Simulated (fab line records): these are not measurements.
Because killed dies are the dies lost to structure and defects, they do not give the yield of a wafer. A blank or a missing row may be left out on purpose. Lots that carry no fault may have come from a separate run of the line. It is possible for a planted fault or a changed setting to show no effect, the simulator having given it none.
A lot that was struck, set against a sound lot | flow sky130 | 21 steps out of a route of 708
Sound: wafers L856.1, L856.4, L856.5. Struck: wafers L863.2, L863.3, L863.4. The cause comes at the end.
Order at every step that has rows: each side's tool, ch and its chambers, its first start. Under that, the readings that differ: sound wafers | struck wafers | difference of the means | sigmas: that difference in standard deviations of wafers without a fault.
alike: words and numbers the same on both sides, and readings whose means are apart by under 2 such deviations; not compared: readings that were withheld, readings missing a value for some wafer, numbers with overlapping values and no deviation given by the record, and bounds like >300 which may hide the same value.
A row with sigmas, a row that says differs or no value, or rows on one side alone: a step with any of these is where the two part. Numbers that don't overlap but have no deviation are shown without sigmas and don't part them. A reading that every wafer of one side lacks parts them only if that side has two wafers or more.

SKY_VIA4_RS_MEAS_19: uses a four-point probe to measure.
  sound on film-metro-02, day 46 10:08; struck on film-metro-02, day 48 00:45
  alike: VIA4_W_RS
SKY_VIA4_THK_MEAS_20: measures by xrf.
  sound on film-metro-02, day 46 10:15; struck on film-metro-02, day 48 00:52
  alike: VIA4_W_THK
then, 1 step without rows for these wafers: SKY_VIA4_CMP_21 (polishes, stops on SiO2, t overpolish 25 s, target thk 0 nm).
SKY_METAL5_SPUTTER_00: material Ti, target thk 15 nm, time 10 s.
  sound on pvd-sputter-04, day 46 10:37; struck on pvd-sputter-03, day 48 01:52
  alike: throttle-valve-pct
SKY_METAL5_SPUTTER_01: material TiN, target thk 20 nm, time 16.7 s.
  sound on pvd-sputter-04, day 46 10:38; struck on pvd-sputter-03, day 48 01:53
  alike: throttle-valve-pct
SKY_METAL5_SPUTTER_02: material AlCu, target thk 1150 nm, time 61.2 s.
  sound on pvd-sputter-04, day 46 10:39; struck on pvd-sputter-03, day 48 01:55
  alike: throttle-valve-pct
then, 1 step without rows for these wafers: SKY_METAL5_SPUTTER_03 (material Ti, target thk 5 nm, time 3.3 s).
SKY_METAL5_SPUTTER_04: material TiN, target thk 70 nm, time 58.3 s.
  sound on pvd-sputter-04, day 46 10:43; struck on pvd-sputter-03, day 48 01:59
  alike: throttle-valve-pct
SKY_METAL5_RS_MEAS_05: uses a four-point probe to measure.
  sound on film-metro-01, day 46 10:46; struck on film-metro-03, day 48 02:04
  alike: METAL5_ALCU_RS
SKY_METAL5_THK_MEAS_06: measures by xrf.
  sound on film-metro-01, day 46 10:53; struck on film-metro-03, day 48 02:10
  alike: METAL5_ALCU_THK
then, 2 steps without rows for these wafers: SKY_METAL5_DEHYDRATE_07 (time 60 s); SKY_METAL5_HMDS_08 (prime time 60 s).
SKY_METAL5_COAT_09: resist thk 1800 nm.
  sound on litho-track-03 ch 0, day 46 21:02; struck on litho-track-03 ch 0, day 48 11:49
  reading                                     | sound                | struck               | difference | sigmas
  spin-speed-rpm (rpm)                        | 2996.7 2997.5 2998.8 | 2872.7 2869.0 2871.3 | -126.7     | -75
  model.NOVOLAK_of_METAL5_COAT_09.thk-nm (nm) | 1800 1801 1796       | 1839 1841 1832       | +38        |
then, 5 steps without rows for these wafers: SKY_METAL5_SOFTBAKE_10 (time 60 s); SKY_METAL5_EXPOSE_11 (exposes mask MM5, target cd 1600 nm); SKY_METAL5_PEB_12; SKY_METAL5_DEVELOP_13 (develop time 60 s); SKY_METAL5_DESCUM_14 (chemistry O2, time 11 s).
SKY_METAL5_METAL_ETCH_15: etches the open film in Cl2/BCl3, stops on SiO2, target depth 1260 nm, time 252 s.
  sound on rie-metal-04 ch 0, day 47 06:14; struck on rie-metal-04 ch 0,1, day 48 21:58
  reading                                     | sound          | struck         | difference | sigmas
  model.NOVOLAK_of_METAL5_COAT_09.thk-nm (nm) | 1018 1016 1011 | 1057 1081 1055 | +49        |
  alike: bcl3-flow-sccm, drypump-motor-current-A, oes-product-au, throttle-valve-pct
  not compared: rf-hours-counter-h
SKY_METAL5_STRIP_16: strips in O2/N2.
  sound on plasma-asher-02 ch 0,1, day 47 06:43; struck on plasma-asher-01 ch 0,1, day 48 22:11
  reading                      | sound             | struck            | difference | sigmas
  strip-time-to-endpoint-s (s) | 12.87 12.83 12.80 | 13.32 13.59 13.28 | +0.56      | +4
  alike: drypump-motor-current-A, n2-flow-sccm, oes-product-au
  not compared: rf-hours-counter-h
SKY_PAD_OPEN_PROBE_99:
  sound on prober-02, day 49 01:29; struck on prober-02, day 50 12:00
  reading            | sound    | struck   | difference | sigmas
  killed_at_M0_to_M3 | 48 51 50 | 38 39 34 | -13        | -2
  alike: defect-limited-yield, killed_at_M4_up, killed-at-contacts, killed-at-front-end, killed-at-other, killed-dies, killed-open, killed-short, sort_bin_3_pad_short, sort_bin_5_function, sort_bin_6_memory, sort-n-pass, sort-yield-pct

WHERE THEY PART
First at SKY_METAL5_COAT_09; last, within this record, at SKY_PAD_OPEN_PROBE_99.

WHY: what had been put in by the simulator
Drift in process parameters on litho-track-03 at SKY_METAL5_COAT_09, starting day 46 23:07. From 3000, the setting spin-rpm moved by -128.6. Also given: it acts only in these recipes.
